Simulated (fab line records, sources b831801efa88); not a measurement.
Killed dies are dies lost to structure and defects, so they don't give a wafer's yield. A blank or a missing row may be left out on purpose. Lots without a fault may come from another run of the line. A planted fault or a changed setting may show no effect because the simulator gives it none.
fab line records | flow sky130
record lots=13 wafers=39 last_day=51
route steps=708 shown SONOS_TUNNEL@161 GATE_OXIDE@194 PAD_OPEN@708
lots that met no fault: from a run of the same line without faults
start_h: hours from the record's first day to the start of the lot's first wafer shown | wait_h: hours since the lot's step before | " the same as in the row above | L1.1+2: a row that stands for several wafers | - no value, or no start given | * or withheld: withheld | < > ~ a bound
route shown NAME@n: a module of which the file shows steps, and the number in the route of the first | usual: mean/standard deviation of fault-free wafers | same: alike in all rows | chamber/n: place in a boat | sites: the reading at each site | _std_site: their standard deviation | _edge_site: outer sites' mean less inner sites' | radius_mm: how far each site lies from the wafer's centre | mask NAME#n: copy n | behind: the tool/chamber that last shaped the wafer | hold: why the lot was held/for how many hours/how that ended | device: the transistor (n, p or np) that didn't switch | end of line: the same wafers' tests at the end of the route | a step without rows: its recipe alone | killed: dies lost to structure and defects at the first sort, not the wafer's yield | map: a wafer's dies, x killed, . not, _ none there
set.NAME: the setting as run; set.NAME@STEP: as run at that earlier step | model.NAME: the simulator's own value behind a step, which no gauge read
steps of the route over a sample of lots; a table a step, a row a wafer
services: from which hour (start_h, from the record's first day; less than 0 if before it) a tool's chamber was out of use, for how many hours, and why
## steps
# step SKY_SONOS_TUNNEL_CD_MEAS_07
# recipe target_cd_nm=410
# usual cd_nm=409.8/2.3
# columns lot.wafer tool chamber start_h wait_h cd_nm
L640.2 cd_sem-02 - 281.20 0.1 410.9
L640.5 " - " " 411.1
L640.6 " - " " 410.8
L641.3 cd_sem-02 - 283.64 0.1 410.4
L641.4 " - " " 410.5
L641.5 " - " " 410.8
L644.1 cd_sem-01 - 308.08 0.1 405.0
L644.2 " - " " 408.4
L644.5 " - " " 408.2
L645.1 cd_sem-02 - 315.45 0.1 410.8
L645.4 " - " " 410.3
L645.5 " - " " 412.2
L648.1 cd_sem-02 - 336.00 0.1 407.6
L648.5 " - " " 404.3
L648.6 " - " " 408.5
L653.2 cd_sem-02 - 374.52 0.1 411.3
L653.3 " - " " 412.8
L653.4 " - " " 411.2
L655.3 cd_sem-02 - 392.79 0.1 409.2
L655.5 " - " " 408.9
L655.6 " - " " 410.9
L656.1 cd_sem-02 - 395.85 0.1 411.6
L656.3 " - " " 409.0
L656.6 " - " " 409.5
L657.2 cd_sem-02 - 408.37 0.1 409.2
L657.3 " - " " 408.0
L657.5 " - " " 408.2
L658.1 cd_sem-01 - 414.60 0.1 407.6
L658.3 " - " " 407.6
L658.5 " - " " 408.4
L659.1 cd_sem-01 - 434.48 0.1 411.2
L659.3 " - " " 410.3
L659.6 " - " " 411.3
L660.2 cd_sem-01 - 438.87 0.1 414.8
L660.5 " - " " 415.6
L660.6 " - " " 413.5
L661.4 cd_sem-02 - 443.46 0.1 406.5
L661.5 " - " " 406.2
L661.6 " - " " 404.5
# step SKY_GATE_OXIDE_EXPOSE_07
# recipe mask_id=LVOM na=0.6 source_shape=conventional sigma_outer=0.6 polarization=unpolarized target_cd_nm=600 dose_mj=170
# columns lot.wafer tool chamber start_h wait_h mask
L640.2+5+6 iline_stepper-01 0 329.54 - LVOM#0
L641.3+4+5 iline_stepper-02 0 331.07 - LVOM#0
L644.1+2+5 iline_stepper-01 0 358.65 - LVOM_R1#0
L645.1+4+5 iline_stepper-02 0 369.37 - LVOM#0
L648.1+5+6 iline_stepper-01 0 387.30 - LVOM#0
L653.2+3+4 iline_stepper-02 0 430.37 - LVOM#0
L655.3+5+6 iline_stepper-01 0 449.32 - LVOM#0
L656.1+3+6 iline_stepper-01 0 453.78 - LVOM#0
L657.2+3+5 iline_stepper-01 0 463.92 - LVOM#0
L658.1+3+5 iline_stepper-02 0 470.62 - LVOM#0
L659.1+3+6 iline_stepper-02 0 489.25 - LVOM#0
L660.2+5+6 iline_stepper-02 0 492.37 - LVOM#0
L661.4+5+6 iline_stepper-01 0 497.43 - LVOM#0
# step SKY_GATE_OXIDE_STRIP_13
# recipe chemistry=O2/N2 power_w=1400 pressure_mtorr=1500 platen_temp_c=withheld o2_flow_sccm=3000 n2_flow_sccm=300 overash_fraction=0.5
# usual drypump_motor_current_A=5.8/0.44 oes_product_au=0.715/0.0045 strip_time_to_endpoint_s=14.19/0.038
# columns lot.wafer tool chamber start_h wait_h drypump_motor_current_A oes_product_au rf_hours_counter_h strip_time_to_endpoint_s
L640.2 plasma_asher-02 1 343.17 0.0 6.3 0.708 20 14.18
L640.5 " 1 " " 6.4 0.711 - 14.18
L640.6 " 0 " " 5.7 0.719 - 14.21
L641.3 plasma_asher-02 0 344.77 0.0 5.7 0.719 - 14.18
L641.4 " 1 " " 6.4 0.711 - 14.18
L641.5 " 0 " " 5.7 0.712 - 14.15
L644.1 plasma_asher-02 1 372.70 0.0 6.3 0.715 23 14.21
L644.2 " 0 " " 5.7 0.717 23 14.25
L644.5 " 0 " " 5.7 0.704 - 14.20
L645.1 plasma_asher-02 0 383.34 0.0 5.7 0.719 24 14.21
L645.4 " 1 " " 6.3 0.715 - 14.25
L645.5 " 1 " " 6.3 0.711 - 14.28
L648.1 plasma_asher-01 0 402.37 0.0 5.0 0.712 70 14.17
L648.5 " 1 " " 5.7 0.709 - 14.17
L648.6 " 0 " " 5.0 0.715 - 14.19
L653.2 plasma_asher-01 0 445.77 0.0 5.0 0.712 75 14.20
L653.3 " 0 " " 5.0 0.715 - 14.22
L653.4 " 1 " " 5.7 0.724 - 14.24
L655.3 plasma_asher-01 1 465.44 0.0 5.7 0.720 - 14.19
L655.5 " 1 " " 5.7 0.711 - 14.21
L655.6 " 0 " " 5.0 0.721 - 14.24
L656.1 plasma_asher-02 0 469.12 0.0 5.7 0.725 30 14.23
L656.3 " 1 " " 6.3 0.706 - 14.23
L656.6 " 0 " " 5.7 0.722 - 14.25
L657.2 plasma_asher-04 1 479.19 0.0 5.7 0.712 5 14.15
L657.3 " 1 " " 5.7 0.712 - 14.11
L657.5 " 0 " " 6.2 0.711 - 14.15
L658.1 plasma_asher-04 0 486.44 0.0 6.2 0.719 6 14.13
L658.3 " 1 " " 5.7 0.715 - 14.18
L658.5 " 0 " " 6.2 0.717 - 14.22
L659.1 plasma_asher-04 1 504.94 0.0 5.7 0.717 8 14.11
L659.3 " 0 " " 6.2 0.716 - 14.19
L659.6 " 0 " " 6.2 0.710 - 14.15
L660.2 plasma_asher-01 0 508.24 0.0 5.0 0.713 82 14.21
L660.5 " 0 " " 5.0 0.721 - 14.18
L660.6 " 1 " " 5.7 0.717 - 14.23
L661.4 plasma_asher-02 0 512.95 0.0 5.7 0.708 - 14.20
L661.5 " 0 " " 5.7 0.711 - 14.13
L661.6 " 1 " " 6.3 0.715 - 14.19
# step SKY_GATE_OXIDE_TW_MEAS_14
# usual GATE_OXIDE_TW=225.6/1.1
# columns lot.wafer tool chamber start_h wait_h GATE_OXIDE_TW
L640.2 film_metro-04 - 343.28 0.1 225.9
L640.5 " - " " 226.8
L640.6 " - " " 225.4
L641.3 film_metro-02 - 344.86 0.1 226.9
L641.4 " - " " 227.3
L641.5 " - " " 227.1
L644.1 film_metro-02 - 372.80 0.1 226.4
L644.2 " - " " 224.8
L644.5 " - " " 225.7
L645.1 film_metro-04 - 383.44 0.1 224.8
L645.4 " - " " 226.1
L645.5 " - " " 226.0
L648.1 film_metro-02 - 402.47 0.1 226.7
L648.5 " - " " 227.9
L648.6 " - " " 227.7
L653.2 film_metro-04 - 445.88 0.1 225.1
L653.3 " - " " 223.7
L653.4 " - " " 223.7
L655.3 film_metro-01 - 465.52 0.1 226.0
L655.5 " - " " 225.6
L655.6 " - " " 224.9
L656.1 film_metro-04 - 469.22 0.1 225.0
L656.3 " - " " 227.3
L656.6 " - " " 226.3
L657.2 film_metro-04 - 479.30 0.1 226.0
L657.3 " - " " 224.8
L657.5 " - " " 226.0
L658.1 film_metro-02 - 486.54 0.1 225.1
L658.3 " - " " 226.5
L658.5 " - " " 224.8
L659.1 film_metro-02 - 505.04 0.1 226.3
L659.3 " - " " 224.1
L659.6 " - " " 224.1
L660.2 film_metro-01 - 508.35 0.1 224.7
L660.5 " - " " 226.6
L660.6 " - " " 226.5
L661.4 film_metro-04 - 513.05 0.1 223.4
L661.5 " - " " 224.5
L661.6 " - " " 222.4
# step SKY_PAD_OPEN_PROBE_99
# usual killed_at_M0_to_M3=43/7.5 killed_at_M4_up=3.2/1.9 killed_at_contacts=24/5.6 killed_at_front_end=15/4.8 killed_at_other=0.2/0.54 killed_dies=86/11 killed_open=47/7.6 killed_short=39/7.1
# same gross_dies=492 killed_at_back_side=0
# columns lot.wafer tool chamber start_h wait_h killed_at_M0_to_M3 killed_at_M4_up killed_at_contacts killed_at_front_end killed_at_other killed_dies killed_open killed_short
L641.3 prober-02 - 1118.65 0.2 42 6 28 11 1 88 52 36
L641.4 prober-02 - 1118.70 0.2 50 2 32 20 0 104 60 44
L641.5 prober-02 - 1118.75 0.2 46 7 24 18 0 95 57 38
L640.2 prober-01 - 1118.70 0.1 48 6 22 12 0 88 44 44
L640.5 prober-01 - 1118.85 0.2 42 1 24 17 1 85 44 41
L640.6 prober-01 - 1118.90 0.2 46 0 23 15 0 84 46 38
L644.1 prober-02 - 1137.71 0.1 45 6 20 14 0 85 51 34
L644.2 prober-02 - 1137.76 0.1 50 0 25 16 0 91 46 45
L644.5 prober-02 - 1137.91 0.2 45 4 27 19 0 95 54 41
L645.1 prober-01 - 1144.48 0.1 40 3 35 15 0 93 53 40
L645.4 prober-01 - 1144.63 0.2 45 3 21 15 0 84 44 40
L645.5 prober-01 - 1144.68 0.2 50 2 18 13 0 83 39 44
L648.1 prober-02 - 1156.88 0.1 49 3 24 18 0 94 56 38
L648.5 prober-02 - 1157.08 0.2 50 8 20 24 0 102 51 51
L648.6 prober-02 - 1157.13 0.2 50 3 30 17 0 100 46 54
L653.2 prober-01 - 1180.80 0.1 41 4 23 9 0 77 34 43
L653.3 prober-01 - 1180.85 0.2 60 7 26 14 0 107 56 51
L653.4 prober-01 - 1180.90 0.2 39 3 22 14 0 78 43 35
L655.3 prober-01 - 1190.91 0.2 47 2 28 20 0 97 63 34
L655.5 prober-01 - 1191.01 0.2 48 2 34 17 1 102 52 50
L655.6 prober-01 - 1191.06 0.2 54 2 18 14 0 88 54 34
L656.1 prober-02 - 1193.11 0.1 41 3 26 18 1 89 48 41
L656.3 prober-02 - 1193.21 0.2 40 2 37 17 0 96 51 45
L656.6 prober-02 - 1193.36 0.2 29 2 21 21 0 73 35 38
L657.2 prober-01 - 1201.20 0.1 40 2 17 13 0 72 33 39
L657.3 prober-01 - 1201.25 0.2 36 2 11 13 0 62 31 31
L657.5 prober-01 - 1201.35 0.2 37 2 13 20 0 72 41 31
L658.1 prober-02 - 1203.77 0.1 42 4 19 21 0 86 55 31
L658.3 prober-02 - 1203.87 0.2 45 6 31 26 0 108 47 61
L658.5 prober-02 - 1203.97 0.2 44 2 27 11 0 84 51 33
L659.1 prober-01 - 1214.21 0.1 38 3 21 27 0 89 50 39
L659.3 prober-01 - 1214.31 0.2 33 4 18 14 1 70 36 34
L659.6 prober-01 - 1214.46 0.2 47 1 26 20 0 94 45 49
L660.2 prober-02 - 1215.06 0.1 46 2 25 21 0 94 51 43
L660.5 prober-02 - 1215.21 0.2 44 3 25 17 0 89 55 34
L660.6 prober-02 - 1215.26 0.2 56 1 24 19 1 101 45 56
L661.4 prober-01 - 1219.53 0.2 44 3 25 15 1 88 43 45
L661.5 prober-01 - 1219.58 0.2 55 1 16 9 0 81 40 41
L661.6 prober-01 - 1219.63 0.2 45 0 15 10 0 70 32 38
# killed by level:class
L641.3 VIA1:geometric_particle:open=14 CONTACT:geometric_particle:open=12 LI_CONTACT:geometric_particle:open=7 VIA3:geometric_particle:open=7 METAL4:geometric_particle:short=6 CONTACT:geometric_particle:short=5 POLY_GATE:geometric_particle:open=4 METAL2:geometric_particle:short=4
L640.2 VIA1:geometric_particle:open=10 CONTACT:geometric_particle:open=7 VIA3:geometric_particle:open=7 METAL3:geometric_particle:short=7 LI_CONTACT:geometric_particle:open=6 FIELD_ISO:geometric_particle:short=5 VIA2:geometric_particle:open=5 METAL4:geometric_particle:short=5
L641.4 VIA1:geometric_particle:open=15 CONTACT:geometric_particle:open=11 LI_CONTACT:geometric_particle:open=8 VIA3:geometric_particle:open=7 VIA3:geometric_particle:short=6 POLY_GATE:geometric_particle:short=5 CONTACT:geometric_particle:short=5 VIA2:geometric_particle:short=5
L641.5 VIA1:geometric_particle:open=9 VIA2:geometric_particle:open=9 VIA3:geometric_particle:open=8 CONTACT:geometric_particle:open=8 FIELD_ISO:geometric_particle:open=7 VIA1:geometric_particle:short=7 CONTACT:geometric_particle:short=6 METAL4:geometric_particle:short=5
L640.5 VIA1:geometric_particle:open=13 CONTACT:geometric_particle:open=7 VIA3:geometric_particle:open=6 POLY_GATE:geometric_particle:open=6 LI_CONTACT:geometric_particle:open=6 LOCAL_INTERCONNECT:geometric_particle:short=6 METAL2:geometric_particle:short=6 FIELD_ISO:geometric_particle:short=4
L640.6 VIA1:geometric_particle:open=14 CONTACT:geometric_particle:open=9 CONTACT:geometric_particle:short=7 VIA1:geometric_particle:short=7 METAL3:geometric_particle:short=7 POLY_GATE:geometric_particle:open=5 LI_CONTACT:geometric_particle:open=5 VIA3:geometric_particle:open=4
L644.1 VIA1:geometric_particle:open=12 CONTACT:geometric_particle:open=10 VIA3:geometric_particle:open=8 LI_CONTACT:geometric_particle:open=6 VIA1:geometric_particle:short=5 VIA2:geometric_particle:short=5 POLY_GATE:geometric_particle:short=4 METAL1:geometric_particle:short=4
L644.2 VIA1:geometric_particle:open=12 CONTACT:geometric_particle:open=9 VIA3:geometric_particle:open=7 CONTACT:geometric_particle:short=6 METAL3:geometric_particle:short=6 FIELD_ISO:geometric_particle:short=5 METAL1:geometric_particle:short=5 VIA1:geometric_particle:short=5
L644.5 VIA1:geometric_particle:open=15 LI_CONTACT:geometric_particle:open=9 POLY_GATE:geometric_particle:open=6 LOCAL_INTERCONNECT:geometric_particle:short=6 CONTACT:geometric_particle:open=6 METAL1:geometric_particle:short=5 VIA3:geometric_particle:open=5 METAL2:geometric_particle:short=5
L645.1 CONTACT:geometric_particle:open=15 VIA3:geometric_particle:open=8 VIA1:geometric_particle:open=7 LOCAL_INTERCONNECT:geometric_particle:short=6 CONTACT:geometric_particle:short=6 METAL1:geometric_particle:short=6 FIELD_ISO:geometric_particle:open=5 LI_CONTACT:geometric_particle:short=4
L645.4 VIA1:geometric_particle:open=11 LI_CONTACT:geometric_particle:open=8 METAL2:geometric_particle:short=8 VIA3:geometric_particle:open=8 VIA1:geometric_particle:short=6 CONTACT:geometric_particle:short=6 CONTACT:geometric_particle:open=5 METAL1:geometric_particle:short=5
L645.5 VIA1:geometric_particle:open=8 METAL1:geometric_particle:short=7 METAL2:geometric_particle:short=7 LOCAL_INTERCONNECT:geometric_particle:short=6 VIA2:geometric_particle:open=6 VIA3:geometric_particle:open=6 LI_CONTACT:geometric_particle:open=5 CONTACT:geometric_particle:open=5
L648.1 METAL1:geometric_particle:short=11 VIA1:geometric_particle:open=11 CONTACT:geometric_particle:open=9 LI_CONTACT:geometric_particle:open=8 VIA3:geometric_particle:open=6 FIELD_ISO:geometric_particle:open=5 METAL2:geometric_particle:short=5 VIA2:geometric_particle:open=5
L648.5 VIA1:geometric_particle:open=12 FIELD_ISO:geometric_particle:open=8 METAL2:geometric_particle:short=8 VIA3:geometric_particle:open=8 FIELD_ISO:geometric_particle:short=6 POLY_GATE:geometric_particle:short=6 CONTACT:geometric_particle:open=6 METAL3:geometric_particle:short=5
L648.6 METAL2:geometric_particle:short=9 VIA3:geometric_particle:open=9 VIA1:geometric_particle:open=8 CONTACT:geometric_particle:open=7 METAL1:geometric_particle:short=7 FIELD_ISO:geometric_particle:open=6 LI_CONTACT:geometric_particle:open=6 CONTACT:geometric_particle:short=6
L653.2 CONTACT:geometric_particle:open=9 VIA1:geometric_particle:open=7 CONTACT:geometric_particle:short=6 METAL1:geometric_particle:short=6 VIA2:geometric_particle:short=6 METAL2:geometric_particle:short=5 VIA2:geometric_particle:open=5 VIA1:geometric_particle:short=4
L653.3 VIA1:geometric_particle:open=14 VIA3:geometric_particle:open=9 VIA2:geometric_particle:open=7 LI_CONTACT:geometric_particle:open=7 METAL2:geometric_particle:short=7 LOCAL_INTERCONNECT:geometric_particle:short=6 VIA1:geometric_particle:short=6 METAL1:geometric_particle:short=6
L653.4 METAL1:geometric_particle:short=9 LI_CONTACT:geometric_particle:open=8 CONTACT:geometric_particle:open=8 VIA2:geometric_particle:open=7 FIELD_ISO:geometric_particle:open=6 VIA1:geometric_particle:open=6 VIA3:geometric_particle:open=5 LOCAL_INTERCONNECT:geometric_particle:short=4
L655.3 CONTACT:geometric_particle:open=11 LI_CONTACT:geometric_particle:open=10 VIA2:geometric_particle:open=10 VIA1:geometric_particle:open=10 FIELD_ISO:geometric_particle:open=7 METAL2:geometric_particle:short=7 VIA3:geometric_particle:open=7 FIELD_ISO:geometric_particle:short=6
L655.5 CONTACT:geometric_particle:open=14 VIA3:geometric_particle:open=11 LI_CONTACT:geometric_particle:open=9 VIA1:geometric_particle:short=8 METAL2:geometric_particle:short=6 FIELD_ISO:geometric_particle:short=5 CONTACT:geometric_particle:short=5 VIA1:geometric_particle:open=5
L655.6 VIA1:geometric_particle:open=19 VIA3:geometric_particle:open=6 LI_CONTACT:geometric_particle:open=5 VIA1:geometric_particle:short=5 FIELD_ISO:geometric_particle:open=4 LOCAL_INTERCONNECT:geometric_particle:short=4 CONTACT:geometric_particle:open=4 METAL1:geometric_particle:short=4
L656.1 CONTACT:geometric_particle:open=14 FIELD_ISO:geometric_particle:open=7 METAL3:geometric_particle:short=7 VIA1:geometric_particle:open=7 METAL1:geometric_particle:short=6 VIA2:geometric_particle:open=6 POLY_GATE:geometric_particle:short=4 LI_CONTACT:geometric_particle:open=4
L656.3 CONTACT:geometric_particle:open=14 VIA1:geometric_particle:open=11 LOCAL_INTERCONNECT:geometric_particle:short=7 CONTACT:geometric_particle:short=7 LI_CONTACT:geometric_particle:open=6 POLY_GATE:geometric_particle:short=5 METAL1:geometric_particle:short=5 FIELD_ISO:geometric_particle:open=4
L656.6 CONTACT:geometric_particle:open=6 VIA1:geometric_particle:open=6 FIELD_ISO:geometric_particle:short=5 POLY_GATE:geometric_particle:open=5 LI_CONTACT:geometric_particle:open=5 VIA1:geometric_particle:short=5 SPACER:geometric_particle:short=4 LI_CONTACT:geometric_particle:short=4
L657.2 VIA1:geometric_particle:open=12 METAL1:geometric_particle:short=7 CONTACT:geometric_particle:open=6 FIELD_ISO:geometric_particle:short=5 POLY_GATE:geometric_particle:open=4 LOCAL_INTERCONNECT:geometric_particle:short=4 CONTACT:geometric_particle:short=4 VIA2:geometric_particle:short=4
L657.3 VIA2:geometric_particle:open=8 FIELD_ISO:geometric_particle:short=5 VIA1:geometric_particle:open=5 METAL2:geometric_particle:short=5 FIELD_ISO:geometric_particle:open=4 VIA1:geometric_particle:short=4 VIA3:geometric_particle:open=4 POLY_GATE:geometric_particle:short=3
L657.5 FIELD_ISO:geometric_particle:open=8 VIA1:geometric_particle:open=7 VIA3:geometric_particle:open=7 LI_CONTACT:geometric_particle:open=5 METAL2:geometric_particle:short=5 VIA2:geometric_particle:open=5 CONTACT:geometric_particle:short=4 VIA2:geometric_particle:short=4
L658.1 VIA1:geometric_particle:open=12 POLY_GATE:geometric_particle:open=8 CONTACT:geometric_particle:open=7 VIA3:geometric_particle:open=7 VIA2:geometric_particle:open=6 FIELD_ISO:geometric_particle:short=4 FIELD_ISO:geometric_particle:open=4 LI_CONTACT:geometric_particle:open=4
L658.3 LI_CONTACT:geometric_particle:open=12 POLY_GATE:geometric_particle:short=8 METAL1:geometric_particle:short=8 FIELD_ISO:geometric_particle:short=7 VIA1:geometric_particle:open=7 CONTACT:geometric_particle:open=7 POLY_GATE:geometric_particle:open=5 VIA3:geometric_particle:open=5
L658.5 VIA1:geometric_particle:open=14 CONTACT:geometric_particle:open=12 LI_CONTACT:geometric_particle:open=7 VIA2:geometric_particle:open=6 CONTACT:geometric_particle:short=5 METAL1:geometric_particle:short=4 VIA1:geometric_particle:short=4 METAL1:geometric_particle:open=3
L659.1 VIA1:geometric_particle:open=11 POLY_GATE:geometric_particle:short=9 FIELD_ISO:geometric_particle:open=7 CONTACT:geometric_particle:open=7 VIA1:geometric_particle:short=6 VIA2:geometric_particle:open=5 POLY_GATE:geometric_particle:open=5 LI_CONTACT:geometric_particle:open=5
L659.3 CONTACT:geometric_particle:open=6 METAL1:geometric_particle:short=6 VIA1:geometric_particle:open=6 FIELD_ISO:geometric_particle:open=5 FIELD_ISO:geometric_particle:short=5 LI_CONTACT:geometric_particle:open=5 VIA2:geometric_particle:open=5 METAL2:geometric_particle:short=4
L659.6 VIA1:geometric_particle:open=13 CONTACT:geometric_particle:open=13 METAL1:geometric_particle:short=10 FIELD_ISO:geometric_particle:short=8 POLY_GATE:geometric_particle:short=7 LI_CONTACT:geometric_particle:open=7 METAL2:geometric_particle:short=6 VIA3:geometric_particle:open=6
L660.2 VIA1:geometric_particle:open=13 LI_CONTACT:geometric_particle:short=7 POLY_GATE:geometric_particle:open=7 FIELD_ISO:geometric_particle:open=6 VIA2:geometric_particle:open=6 CONTACT:geometric_particle:open=6 METAL2:geometric_particle:short=6 FIELD_ISO:geometric_particle:short=5
L660.5 VIA1:geometric_particle:open=15 LI_CONTACT:geometric_particle:open=10 FIELD_ISO:geometric_particle:short=9 CONTACT:geometric_particle:open=7 VIA3:geometric_particle:open=7 METAL2:geometric_particle:short=5 VIA1:geometric_particle:short=5 METAL1:geometric_particle:short=4
L660.6 VIA1:geometric_particle:open=13 CONTACT:geometric_particle:open=12 METAL2:geometric_particle:short=10 FIELD_ISO:geometric_particle:short=8 VIA1:geometric_particle:short=8 VIA2:geometric_particle:open=7 LI_CONTACT:geometric_particle:short=5 METAL1:geometric_particle:short=5
L661.4 CONTACT:geometric_particle:open=9 VIA1:geometric_particle:open=9 VIA3:geometric_particle:open=9 METAL2:geometric_particle:short=7 CONTACT:geometric_particle:short=6 FIELD_ISO:geometric_particle:short=5 LOCAL_INTERCONNECT:geometric_particle:short=5 METAL1:geometric_particle:short=5
L661.5 VIA1:geometric_particle:open=14 VIA3:geometric_particle:open=8 METAL1:geometric_particle:short=8 CONTACT:geometric_particle:short=6 CONTACT:geometric_particle:open=6 VIA1:geometric_particle:short=6 METAL2:geometric_particle:short=4 VIA2:geometric_particle:short=4
L661.6 VIA1:geometric_particle:open=10 METAL1:geometric_particle:short=8 VIA1:geometric_particle:short=8 CONTACT:geometric_particle:open=6 METAL2:geometric_particle:short=5 FIELD_ISO:geometric_particle:short=4 METAL1:geometric_particle:open=3 LOCAL_INTERCONNECT:geometric_particle:short=3
## services
# columns tool chamber start_h hours kind
iline_stepper-02 - 396.22 1.7 pm
iline_stepper-01 - 412.79 20.8 repair
plasma_asher-04 - 420.62 2.8 pm
plasma_asher-04 - 423.37 9.0 pm
plasma_asher-04 0 423.37 9.0 vent_cycle
plasma_asher-04 1 423.37 9.0 vent_cycle
plasma_asher-02 - 430.04 33.2 repair
plasma_asher-04 0 432.37 - clean
plasma_asher-04 1 432.37 - clean
iline_stepper-01 - 433.57 1.7 pm
plasma_asher-02 - 454.51 1.5 repair
plasma_asher-01 - 489.92 2.8 repair
iline_stepper-02 - 505.49 4.4 pm
## key
first_sign step=SKY_GATE_OXIDE_EXPOSE_07 reading=mask direction=changed
effect none on later readings
met_at SKY_GATE_OXIDE_EXPOSE_07
struck_lots L644
tester_left_out L644
not_acting_at SKY_SONOS_TUNNEL_CD_MEAS_07,SKY_GATE_OXIDE_STRIP_13,SKY_GATE_OXIDE_TW_MEAS_14
onset_between 329.54 358.65
fault kind=wrong_mask tool=any chamber=- onset_h=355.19 steps=SKY_GATE_OXIDE_EXPOSE_07 aux_copy=LVOM_R1#0 cd_offset_nm=90 scope=struck_lots_only
# tester_left_out: of these lots the tester's yield and bins aren't shown, on N5 and GAA mostly nor the transistor test; their killed dies are dies lost to structure and defects alone, not to doping, threshold or leakage, so they don't give the yield
